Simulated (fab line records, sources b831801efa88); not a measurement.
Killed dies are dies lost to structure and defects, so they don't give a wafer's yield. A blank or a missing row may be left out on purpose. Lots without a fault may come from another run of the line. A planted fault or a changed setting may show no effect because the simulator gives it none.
Which tool did it? | flow sky130 | 7 lots, 20 wafers sampled, at 2 steps of a route of 708

WHAT THE GAUGES READ, wafer by wafer
SKY_FIELD_ISO_THK_MEAS_25.
lot  | measured    | on            | FIELD_ISO_CVD_24_THK (nm)
L114 | day 2 15:47 | film_metro-01 | 593 587 594
L117 | day 3 04:37 | film_metro-03 | 599 600 597
L120 | day 3 18:14 | film_metro-01 | 588 585 586
L122 | day 4 05:57 | film_metro-01 | 576 585 577
L124 | day 4 18:20 | film_metro-01 | 321 573 321 573
L126 | day 5 05:26 | film_metro-01 | 593 586 586
L133 | day 6 15:01 | film_metro-03 | 601 601 600

WHICH TOOL RAN EACH LOT (tool, then ch and the chambers of the sampled wafers, then the start)
lot  | SKY_FIELD_ISO_CVD_24
L114 | hdpcvd-01 ch 0,1,2, day 2 15:43
L117 | hdpcvd-02 ch 0,1,2, day 3 04:32
L120 | hdpcvd-01 ch 0,2, day 3 18:09
L122 | hdpcvd-01 ch 0,1,2, day 4 05:52
L124 | hdpcvd-01 ch 0,1, day 4 18:16
L126 | hdpcvd-02 ch 1,2, day 5 05:21
L133 | hdpcvd-02 ch 0,2, day 6 14:57
- SKY_FIELD_ISO_CVD_24: deposits SiO2, target thk 595 nm, time 99.2 s.

THE ANSWER, worked out from the rows above alone
Rule: what is usual is taken from the lots themselves. Put in order of their means at a reading, lots are off if they are a third of the lots or fewer, leave a main group of 4 or more, and stand apart from it by a gap of 3 or more times the standard deviation of the main group's means; of several such gaps the widest counts. A main group whose means are all the same, to the digits that the tables above print for the reading, isn't used. A lot without any number at a reading at which 4 lots or more have one is off too. The other lots that the step has rows for count as sound.
Off: L124, at SKY_FIELD_ISO_THK_MEAS_25 (FIELD_ISO_CVD_24_THK). The main group: mean 591 nm, standard deviation 7.3.
A tool fits if, at a process step before that reading, it ran every lot that is off, and no sound lot after the first of them. The gauges at SKY_FIELD_ISO_THK_MEAS_25 are tried like those tools. One fits: hdpcvd-01 at SKY_FIELD_ISO_CVD_24. Its last sound lot is L122 (day 4 05:52), its first lot that is off L124 (day 4 18:16): a fault that began between those two fits.

WHAT THE SIMULATOR HAD PUT IN
Process parameter drift: hdpcvd-01, from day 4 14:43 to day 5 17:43, at SKY_FIELD_ISO_CVD_24. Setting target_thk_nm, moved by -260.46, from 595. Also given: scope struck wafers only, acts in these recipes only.
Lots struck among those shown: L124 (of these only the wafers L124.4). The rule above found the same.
